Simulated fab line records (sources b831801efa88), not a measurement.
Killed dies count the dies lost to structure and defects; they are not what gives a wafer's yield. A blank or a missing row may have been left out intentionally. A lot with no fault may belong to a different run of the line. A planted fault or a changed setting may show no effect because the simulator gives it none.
Which tool is to blame?	flow gf180mcu	12 lots, 36 wafers sampled, at 2 steps of a route of 602

== WHAT EACH GAUGE READ, for each wafer ==
GF_M3_CD_MEAS_14 targets a cd of 280 nm.
lot	measured	on	cdNm (nm)
L075	day 21 17:33	cdSem-01	280.0 281.0 280.2
L077	day 22 11:31	cdSem-02	279.2 280.2 278.9
L079	day 23 05:18	cdSem-01	280.9 280.3 281.2
L081	day 24 02:11	cdSem-01	281.1 281.7 281.7
L083	day 24 17:26	cdSem-02	280.3 280.1 281.4
L085	day 25 10:48	cdSem-01	281.1 282.3 280.3
L087	day 25 22:30	cdSem-02	279.9 280.8 280.5
L089	day 26 16:41	cdSem-02	278.0 277.7 278.8
L091	day 27 05:32	cdSem-01	279.6 279.7 279.5
L093	day 27 16:13	cdSem-02	278.9 280.4 279.0
L095	day 28 06:57	cdSem-01	279.6 279.5 279.9
L097	day 28 19:28	cdSem-01	282.9 282.2 283.4

== EACH LOT AND THE TOOL THAT RAN IT (in order: tool; ch and the chambers of the sampled wafers; start) ==
lot	GF_M3_SPUTTER_02
L075	pvdSputter-03, day 20 18:02
L077	pvdSputter-01, day 21 12:23
L079	pvdSputter-02, day 22 06:03
L081	pvdSputter-02, day 23 04:26
L083	pvdSputter-02, day 23 19:18
L085	pvdSputter-02, day 24 13:37
L087	pvdSputter-03, day 25 01:46
L089	pvdSputter-02, day 25 19:56
L091	pvdSputter-03, day 26 08:56
L093	pvdSputter-02, day 26 20:10
L095	pvdSputter-01, day 27 11:51
L097	pvdSputter-01, day 27 23:59
- GF_M3_SPUTTER_02: material AlCu, target thk 450 nm, time 23.9 s.

== THE ANSWER, worked out from the rows above alone ==
Rule: what is usual is taken from the lots themselves. Put in order of their means at a reading, lots are off if they are a third of the lots or fewer, leave a main group of 4 or more, and stand apart from it by a gap of 3 or more times the standard deviation of the main group's means; of several such gaps the widest counts. A main group whose means are all the same, to the digits that the tables above print for the reading, isn't used. Also off: a lot with no number at a reading for which 4 or more lots have one. Any other lot the step has rows for is counted as sound.
None of the lots is off at any reading shown; this tells nothing.

== WHAT THE SIMULATOR PUT IN ==
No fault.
